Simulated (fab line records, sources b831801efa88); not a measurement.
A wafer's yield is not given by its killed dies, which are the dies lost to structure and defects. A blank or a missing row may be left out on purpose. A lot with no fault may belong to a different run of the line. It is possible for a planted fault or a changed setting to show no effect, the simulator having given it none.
A struck lot beside a sound one / flow gf180mcu / 23 out of 602 route steps
Sound: wafers L193.1, L193.2, L193.4. Struck: wafers L198.2, L198.4. (L198.1 of the same lot was not struck and is left out.) The cause comes at the end.
Each step with rows lists, per side, the tool, then ch with its chambers, then its first start. Under that, the readings that differ: sound wafers / struck wafers / difference of the means / sigmas: that difference in standard deviations of wafers without a fault.
alike: a reading whose means differ by less than 2 such deviations, as well as words and numbers matching on both sides. not compared: withheld readings; readings where some wafer has no value; bounds like >300 that might hide an equal value; numbers whose values overlap and for which the record gives no deviation.
A row with sigmas, a row that says differs or no value, or rows on one side alone: a step with any of these is where the two part. Numbers that don't overlap but have no deviation are shown without sigmas and don't part them. Lack of a reading on every wafer of one side parts them only where that side has two or more wafers.

first, 4 steps without rows for these wafers: GF_TOP_METAL_SOFTBAKE_10 (time 60 s); GF_TOP_METAL_EXPOSE_11 (exposes mask MetalTop, target cd 440 nm); GF_TOP_METAL_PEB_12; GF_TOP_METAL_DEVELOP_13 (develop time 60 s).
GF_TOP_METAL_CD_MEAS_14: target cd 440 nm.
  sound: cd-sem-02 at day 32 03:30; struck: cd-sem-01 at day 33 12:33
  alike: cd-nm
GF_TOP_METAL_OVL_MEAS_15:
  sound: overlay-01 at day 32 03:37; struck: overlay-02 at day 33 12:40
  alike: TOP_METAL_OVL
GF_TOP_METAL_METAL_ETCH_16: etches the open film in Cl2/BCl3, stops on SiO2, target depth 1197 nm, time 199.5 s.
  sound on rie-metal-03 ch 0,1, day 32 03:40; struck on rie-metal-02 ch 0,1, day 33 12:43
  alike: bias-w, drypump-motor-current-A, he-backside-leak-sccm, oes-product-au, throttle-valve-pct
  not compared: rf-hours-counter-h
GF_TOP_METAL_STRIP_17: strips in O2/N2.
  sound on plasma-asher-03 ch 0,1, day 32 03:51; struck on plasma-asher-03 ch 0,1, day 33 12:54
  alike: drypump-motor-current-A, heater-power-w, o2-flow-sccm, oes-product-au, strip-time-to-endpoint-s
  not compared: rf-hours-counter-h
then, 2 steps without rows for these wafers: GF_TOP_METAL_STRIP_18 (strips in post etch residue remover, time 1200 s); GF_TOP_METAL_CLEAN_19 (cleans in DIW).
GF_PASSIVATION_CVD_00: deposits SiO2 from TEOS, target thk 1000 nm, time 111.95 s.
  sound on pecvd-04 ch 0,1,2, day 32 04:23; struck on pecvd-03 ch 1, day 33 13:47
  alike: heater-power-w
GF_PASSIVATION_THK_MEAS_01:
  sound: film-metro-02 at day 32 04:37; struck: film-metro-02 at day 33 13:52
  alike: PASSIVATION_CVD_00_THK
GF_PASSIVATION_CVD_02: deposits Si3N4, target thk 700 nm, time 486.18 s.
  sound on pecvd-02 ch 1,2, day 32 04:41; struck on pecvd-02 ch 0, day 33 13:55
reading=model.Si3N4_of_PASSIVATION_CVD_02.thk-nm (nm); sound=707.3 692.4 705.4; struck=851 873.1; difference=+160; sigmas=
  alike: heater-power-w
GF_PASSIVATION_THK_MEAS_03:
  sound: film-metro-02 at day 32 04:59; struck: film-metro-01 at day 33 14:13
reading=PASSIVATION_CVD_02_THK (nm); sound=707 693 705; struck=851 873; difference=+160; sigmas=+19
then, 7 steps without rows for these wafers: GF_PASSIVATION_DEHYDRATE_04 (time 60 s); GF_PASSIVATION_HMDS_05 (prime time 60 s); GF_PASSIVATION_COAT_06 (resist thk 4000 nm); GF_PASSIVATION_SOFTBAKE_07; GF_PASSIVATION_EXPOSE_08 (exposes mask Pad, target cd 40000 nm); GF_PASSIVATION_PEB_09; GF_PASSIVATION_DEVELOP_10 (develop time 60 s).
GF_PASSIVATION_ETCH_11: etches the open film in CF4/O2, stops on TiN, target depth 2040 nm, time 453.3 s.
  sound on rie-diel-02 ch 0,2,3, day 32 20:27; struck on rie-diel-01 ch 2,3, day 34 05:11
reading=drypump-motor-current-A (A); sound=6.4 6.4 6.4; struck=5.2 5.7; difference=-1.0; sigmas=-2
reading=oes-product-au (a.u.); sound=0.991 0.990 0.982; struck=0.990 0.951; difference=-0.017; sigmas=-3
  alike: bias-w, throttle-valve-pct
  not compared: rf-hours-counter-h
GF_PASSIVATION_STRIP_12: strips in O2/N2.
  sound on plasma-asher-01 ch 0,1, day 32 20:43; struck on plasma-asher-04 ch 0, day 34 05:28
reading=drypump-motor-current-A (A); sound=5.0 5.4 5.0; struck=6.1 6.1; difference=+1.0; sigmas=+3
reading=oes-product-au (a.u.); sound=0.719 0.719 0.713; struck=0.736 0.718; difference=+0.010; sigmas=+2
  alike: heater-power-w, o2-flow-sccm, strip-time-to-endpoint-s
  not compared: rf-hours-counter-h

## WHERE THEY PART
Last at GF_PASSIVATION_STRIP_12 as far as this record goes, first at GF_PASSIVATION_THK_MEAS_03.

WHY: what the simulator had put in
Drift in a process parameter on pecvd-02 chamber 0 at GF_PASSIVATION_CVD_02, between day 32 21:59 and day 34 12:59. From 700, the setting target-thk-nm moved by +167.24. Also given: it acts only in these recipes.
